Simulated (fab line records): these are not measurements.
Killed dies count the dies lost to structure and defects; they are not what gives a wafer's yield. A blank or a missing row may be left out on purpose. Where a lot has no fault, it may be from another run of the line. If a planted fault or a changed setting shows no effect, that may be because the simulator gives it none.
Which tool is to blame?    flow sky130    39 wafers sampled from 13 lots at 1 step of a route of 708

## WHAT THE GAUGES READ, wafer by wafer
SKY_FIELD_ISO_THK_MEAS_02. Usual: FIELD_ISO_OXIDATION_00_THK gives 11.99 nm (standard deviation 0.2).
lot   measured     on             FIELD_ISO_OXIDATION_00_THK (nm)  flag
L759  day 1 11:41  film_metro-02  12.36 12.12 12.41                
L762  day 2 04:42  film_metro-03  12.29 12.19 12.40                
L763  day 2 09:14  film_metro-02  12.09 12.20 12.12                
L764  day 2 13:32  film_metro-01  12.38 12.13 12.15                
L765  day 2 17:56  film_metro-02  11.88 11.99 12.01                
L766  day 3 00:01  film_metro-01  11.88 12.01 11.95                
L767  day 3 03:38  film_metro-03  11.98 11.96 12.12                
L768  day 3 08:59  film_metro-02  11.92 12.16 11.75                
L769  day 3 14:44  film_metro-02  11.92 11.97 11.97                
L778  day 5 10:39  film_metro-03  11.99 11.92 11.92                
L780  day 5 20:38  film_metro-02  11.84 11.89 11.96                
L781  day 6 01:38  film_metro-02  12.08 11.90 12.03                
L782  day 6 06:44  film_metro-03  11.93 12.08 11.99                

## WHICH TOOL RAN EACH LOT (tool, then ch and the chambers of the sampled wafers, then the start)
The record shows no process step preceding these readings.

## AS READ BY THE TOOLS THEMSELVES (means over the sampled wafers that have a number; for cases with no such wafer, the mark the record gives instead)
The record holds no such reading with a usual standard deviation.

## THE ANSWER, worked out from the rows above alone
Rule: take the mean of a lot's wafers that have a number; if it is more than 3 standard deviations from the usual mean, the lot is off. Also off: a lot with no number at a reading for which 4 or more lots have one. The other lots that the step has rows for count as sound. First the gauges in route order, then the tools' own readings, where a lot's mean is used as printed above. At the first step where some lot is off, the reading lying furthest off is the one used; lots without a number count as furthest.
None of the lots is off at any reading shown; this tells nothing.

## WHAT WAS PUT IN BY THE SIMULATOR
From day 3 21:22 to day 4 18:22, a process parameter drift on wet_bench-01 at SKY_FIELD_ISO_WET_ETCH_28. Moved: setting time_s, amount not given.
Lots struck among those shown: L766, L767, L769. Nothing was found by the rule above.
